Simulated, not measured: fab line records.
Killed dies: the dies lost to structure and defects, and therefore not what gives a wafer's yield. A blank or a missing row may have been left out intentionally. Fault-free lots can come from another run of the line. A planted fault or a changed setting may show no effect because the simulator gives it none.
2 desks looking at one fault || flow sky130 || numbers are kept per desk, each desk with only its own; the story behind them comes last

THE TOOL OWNER'S DESK: implanter-03
The tool's own readings at SKY_VT_ADJUST_LVTN_IMPLANT_08, given as means over the sampled wafers that have a number, one for each lot that went through this tool. A lot is out of limits, marked OUT, if its mean lies more than 4 standard deviations from the usual mean; the brackets give that distance.
Columns: A = dose_ions_cm2 at SKY_VT_ADJUST_LVTN_IMPLANT_08, usual 1.5702e+12; B = faraday_current_uA at SKY_VT_ADJUST_LVTN_IMPLANT_08, usual 8.86
{"lot": "L784", "first seen here": "day 9 05:33", "A": 1.5709e+12, "B": 8.92}
{"lot": "L787", "first seen here": "day 9 13:27", "A": 1.5724e+12, "B": 9.03}
{"lot": "L788", "first seen here": "day 9 15:18", "A": 1.5706e+12, "B": 8.81}
{"lot": "L789", "first seen here": "day 9 19:00", "A": "1.1043e+12 (-99 or more) OUT", "B": "6.24 (-15) OUT"}
{"lot": "L792", "first seen here": "day 10 13:06", "A": "1.1042e+12 (-99 or more) OUT", "B": "6.30 (-14) OUT"}
{"lot": "L791", "first seen here": "day 10 14:46", "A": "1.1047e+12 (-99 or more) OUT", "B": "6.28 (-14) OUT"}
This desk finds L789, L791, L792 out of limits, L789 being first, at day 9 19:00 (dose_ions_cm2 at SKY_VT_ADJUST_LVTN_IMPLANT_08). L784, L787, L788 stayed within limits.

METROLOGY DESK
What the gauges read, lot by lot, whatever tool the lot ran on: means of the sampled wafers that have a number. A lot is out of limits, marked OUT, if its mean lies more than 4 standard deviations from the usual mean; the brackets give that distance.
Columns: A = cd_nm at SKY_VT_ADJUST_HVTP_CD_MEAS_07, usual 380.2 nm; B = VT_ADJUST_LVTN_TW at SKY_VT_ADJUST_LVTN_TW_MEAS_10, usual 242.2; C = cd_nm at SKY_SD_P_CD_MEAS_07, usual 380.8 nm; D = CONTACT_CVD_00_THK at SKY_CONTACT_THK_MEAS_01, usual 74.9 nm
{"lot": "L780", "first seen here": "day 6 05:38", "A": 380.3, "B": 243.8, "C": 380.4, "D": 74.8}
{"lot": "L782", "first seen here": "day 7 09:32", "A": 378.7, "B": 240.5, "C": 380.8, "D": 74.7}
{"lot": "L785", "first seen here": "day 8 06:26", "A": 379.6, "B": 239.9, "C": 385.4, "D": 73.5}
{"lot": "L784", "first seen here": "day 8 07:06", "A": 381.4, "B": 242.1, "C": 381.3, "D": 73.6}
{"lot": "L787", "first seen here": "day 8 13:47", "A": 380.8, "B": 243.4, "C": 378.6, "D": 75.0}
{"lot": "L788", "first seen here": "day 8 15:59", "A": 385.9, "B": 243.9, "C": 381.6, "D": 75.2}
{"lot": "L789", "first seen here": "day 8 20:22", "A": 380.3, "B": "216.4 (-16) OUT", "C": 377.7, "D": 75.8}
{"lot": "L790", "first seen here": "day 8 20:41", "A": 379.8, "B": 240.1, "C": 378.1, "D": 75.0}
{"lot": "L792", "first seen here": "day 9 14:53", "A": 377.6, "B": "216.6 (-16) OUT", "C": 381.9, "D": 75.4}
{"lot": "L791", "first seen here": "day 9 15:46", "A": 376.2, "B": "220.4 (-14) OUT", "C": 380.0, "D": 72.9}
{"lot": "L795", "first seen here": "day 10 11:10", "A": 383.6, "B": 244.0, "C": 378.7, "D": 74.4}
{"lot": "L798", "first seen here": "day 11 04:47", "A": 379.5, "B": 243.3, "C": 379.5, "D": 75.1}
{"lot": "L799", "first seen here": "day 11 10:22", "A": 378.8, "B": 243.7, "C": 375.6, "D": 76.5}
{"lot": "L802", "first seen here": "day 12 06:47", "A": 377.2, "B": 241.6, "C": 384.8, "D": 76.5}
Per this desk, out of limits: L789, L791, L792; the first was L789, day 9 19:14 (VT_ADJUST_LVTN_TW at SKY_VT_ADJUST_LVTN_TW_MEAS_10). L780, L782, L785, L784, L787, L788, L790, L795, L798, L799, L802 stayed within limits.

TAKEN TOGETHER
The tool owner's desk could have raised an alarm at day 9 19:00, on L789, L791, L792.
An alarm was possible from the metrology desk at day 9 19:14, on L789, L791, L792.
On implanter-03, each named lot ran SKY_VT_ADJUST_LVTN_IMPLANT_08.

WHAT THE SIMULATOR HAD PUT IN
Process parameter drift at SKY_VT_ADJUST_LVTN_IMPLANT_08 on implanter-03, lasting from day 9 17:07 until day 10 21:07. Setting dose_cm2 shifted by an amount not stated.
Struck lots among those shown: L789, L791, L792.
Delay (hours) between the fault's onset and each desk's first out-of-limits reading: 2 at the tool owner's desk, 2 at the metrology desk.
